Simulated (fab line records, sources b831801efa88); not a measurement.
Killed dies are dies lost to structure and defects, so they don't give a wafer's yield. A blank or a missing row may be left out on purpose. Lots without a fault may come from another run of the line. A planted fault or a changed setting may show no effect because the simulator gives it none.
Chamber matching | flow gf180mcu | GF_V5_CMP_04 on cmp-02: 4 sister chambers
The step polishes SiO2. 18 wafers are shown with their chamber, then 9 later ones without.

WAFERS WITH THEIR CHAMBER
wafer  | chamber | motor_current_A (A)
L489.2 | 3       | 12.9
L489.5 | 1       | 11.7
L489.6 | 2       | 10.6
L490.1 | 3       | 12.2
L490.2 | 0       | 12.0
L490.6 | 3       | 12.7
L491.2 | 1       | 11.5
L491.3 | 3       | 13.1
L491.6 | 3       | 13.4
L492.1 | 0       | 12.0
L492.5 | 0       | 12.0
L492.6 | 1       | 11.3
L500.1 | 3       | 12.9
L500.2 | 2       | 10.1
L500.4 | 0       | 12.0
L505.3 | 0       | 12.3
L505.4 | 3       | 12.0
L505.5 | 2       | 10.4

SIGNATURES (means of the wafers above)
reading         | chamber 0 | chamber 1 | chamber 2 | chamber 3 | scatter within a chamber
motor_current_A | 12.060    | 11.500    | 10.367    | 12.743    | 0.352
Rule: a wafer's distance from a chamber is the root of the sum, over the readings, of the square of ((its reading less the chamber's mean) divided by the reading's scatter). The wafer belongs to the nearest chamber; if the next one is less than 2 further off, it can't be placed. The scatter: the root of (the sum of the squares of (reading less its chamber's mean) over the shown wafers, divided by (wafers less chambers)).

WAFERS WITHOUT THEIR CHAMBER
wafer  | motor_current_A (A)
L506.3 | 12.8
L506.4 | 11.9
L506.5 | 12.0
L511.1 | 12.5
L511.2 | 9.8
L511.6 | 12.9
L512.2 | 12.6
L512.4 | 12.1
L512.5 | 10.2

WHICH CHAMBER EACH WENT THROUGH
wafer  | from the rows above          | in truth
L506.3 | can't be placed: 3 or 0      | 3
L506.4 | can't be placed: 0 or 1 or 3 | 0
L506.5 | can't be placed: 0 or 1 or 3 | 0
L511.1 | can't be placed: 3 or 0      | 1
L511.2 | 2                            | 2
L511.6 | can't be placed: 3 or 0      | 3
L512.2 | can't be placed: 3 or 0      | 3
L512.4 | can't be placed: 0 or 1 or 3 | 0
L512.5 | 2                            | 2
Placed correctly: 2 of 9. Can't be placed from these rows: 7 (the true chamber is among the candidates in 6). Placed wrongly: 0.
